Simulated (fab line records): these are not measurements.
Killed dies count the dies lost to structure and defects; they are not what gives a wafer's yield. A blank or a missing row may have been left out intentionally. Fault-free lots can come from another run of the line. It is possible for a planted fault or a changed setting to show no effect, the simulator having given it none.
Which tool was responsible? / flow gf180mcu / 42 wafers from 14 lots sampled at 2 of the route's 602 steps

== WHAT THE GAUGES SHOWED, per wafer ==
GF_M4_OVL_MEAS_15. Usual: for M4_OVL the level is 0 nm and the standard deviation is 5.4.
lot=L108; measured=day 24 00:14; on=overlay-01; M4_OVL (nm)=1 0 -1; flag=
lot=L109; measured=day 24 08:53; on=overlay-02; M4_OVL (nm)=-9 -3 -6; flag=
lot=L110; measured=day 24 17:45; on=overlay-02; M4_OVL (nm)=3 -9 1; flag=
lot=L111; measured=day 25 00:02; on=overlay-02; M4_OVL (nm)=-14 1 -10; flag=
lot=L116; measured=day 26 17:05; on=overlay-01; M4_OVL (nm)=-2 1 9; flag=
lot=L117; measured=day 26 22:59; on=overlay-01; M4_OVL (nm)=0 -3 4; flag=
lot=L119; measured=day 27 16:05; on=overlay-01; M4_OVL (nm)=-4 1 -6; flag=
lot=L122; measured=day 28 13:00; on=overlay-01; M4_OVL (nm)=-3 8 6; flag=
lot=L123; measured=day 28 15:33; on=overlay-01; M4_OVL (nm)=-5 -7 -3; flag=
lot=L124; measured=day 29 01:47; on=overlay-01; M4_OVL (nm)=-3 -1 0; flag=
lot=L125; measured=day 29 04:15; on=overlay-01; M4_OVL (nm)=-6 -8 10; flag=
lot=L126; measured=day 29 17:14; on=overlay-02; M4_OVL (nm)=-12 -8 -5; flag=
lot=L128; measured=day 30 01:04; on=overlay-02; M4_OVL (nm)=-3 -2 -3; flag=
lot=L129; measured=day 30 11:11; on=overlay-01; M4_OVL (nm)=0 1 2; flag=

== TOOL THAT RAN EACH LOT (tool first, then ch and the chambers of the sampled wafers, then the start) ==
lot=L108; GF_M4_SPUTTER_02=pvd_sputter-01, day 23 01:33
lot=L109; GF_M4_SPUTTER_02=pvd_sputter-01, day 23 10:20
lot=L110; GF_M4_SPUTTER_02=pvd_sputter-03, day 23 19:25
lot=L111; GF_M4_SPUTTER_02=pvd_sputter-02, day 24 02:18
lot=L116; GF_M4_SPUTTER_02=pvd_sputter-02, day 25 20:04
lot=L117; GF_M4_SPUTTER_02=pvd_sputter-03, day 26 01:29
lot=L119; GF_M4_SPUTTER_02=pvd_sputter-01, day 26 19:37
lot=L122; GF_M4_SPUTTER_02=pvd_sputter-03, day 27 16:59
lot=L123; GF_M4_SPUTTER_02=pvd_sputter-03, day 27 19:40
lot=L124; GF_M4_SPUTTER_02=pvd_sputter-02, day 28 06:03
lot=L125; GF_M4_SPUTTER_02=pvd_sputter-02, day 28 09:17
lot=L126; GF_M4_SPUTTER_02=pvd_sputter-02, day 28 22:09
lot=L128; GF_M4_SPUTTER_02=pvd_sputter-03, day 29 05:58
lot=L129; GF_M4_SPUTTER_02=pvd_sputter-01, day 29 16:57
- GF_M4_SPUTTER_02: material AlCu, target thk 450 nm, time 23.9 s.

== AS READ BY THE TOOLS THEMSELVES (means over the sampled wafers that have a number; for cases with no such wafer, the mark the record gives instead) ==
GF_M4_SPUTTER_02. Usual: 30.0 % for throttle_valve_pct, sd 0.76.
lot=L108; tool=pvd_sputter-01; throttle_valve_pct (%)=30.2; flag=
lot=L109; tool=pvd_sputter-01; throttle_valve_pct (%)=30.2; flag=
lot=L110; tool=pvd_sputter-03; throttle_valve_pct (%)=30.3; flag=
lot=L111; tool=pvd_sputter-02; throttle_valve_pct (%)=30.0; flag=
lot=L116; tool=pvd_sputter-02; throttle_valve_pct (%)=29.7; flag=
lot=L117; tool=pvd_sputter-03; throttle_valve_pct (%)=30.7; flag=
lot=L119; tool=pvd_sputter-01; throttle_valve_pct (%)=30.2; flag=
lot=L122; tool=pvd_sputter-03; throttle_valve_pct (%)=30.4; flag=
lot=L123; tool=pvd_sputter-03; throttle_valve_pct (%)=30.4; flag=
lot=L124; tool=pvd_sputter-02; throttle_valve_pct (%)=29.2; flag=
lot=L125; tool=pvd_sputter-02; throttle_valve_pct (%)=29.0; flag=
lot=L126; tool=pvd_sputter-02; throttle_valve_pct (%)=29.9; flag=
lot=L128; tool=pvd_sputter-03; throttle_valve_pct (%)=30.2; flag=
lot=L129; tool=pvd_sputter-01; throttle_valve_pct (%)=30.4; flag=

== THE ANSWER, worked out from the rows above alone ==
Rule: take the mean of a lot's wafers that have a number; if it is more than 3 standard deviations from the usual mean, the lot is off. A lot without any number at a reading at which 4 lots or more have one is off too. All remaining lots with rows at the step are treated as sound. After the gauges, taken in route order, come the tools' own readings; for these a lot's mean is taken, as printed above. The first step at which some lot is off is used, and at that step the reading that is off furthest; a lot without a number counts as furthest.
Across all readings shown, no lot is off: no conclusion can be drawn from this.

== WHAT WAS PUT IN BY THE SIMULATOR ==
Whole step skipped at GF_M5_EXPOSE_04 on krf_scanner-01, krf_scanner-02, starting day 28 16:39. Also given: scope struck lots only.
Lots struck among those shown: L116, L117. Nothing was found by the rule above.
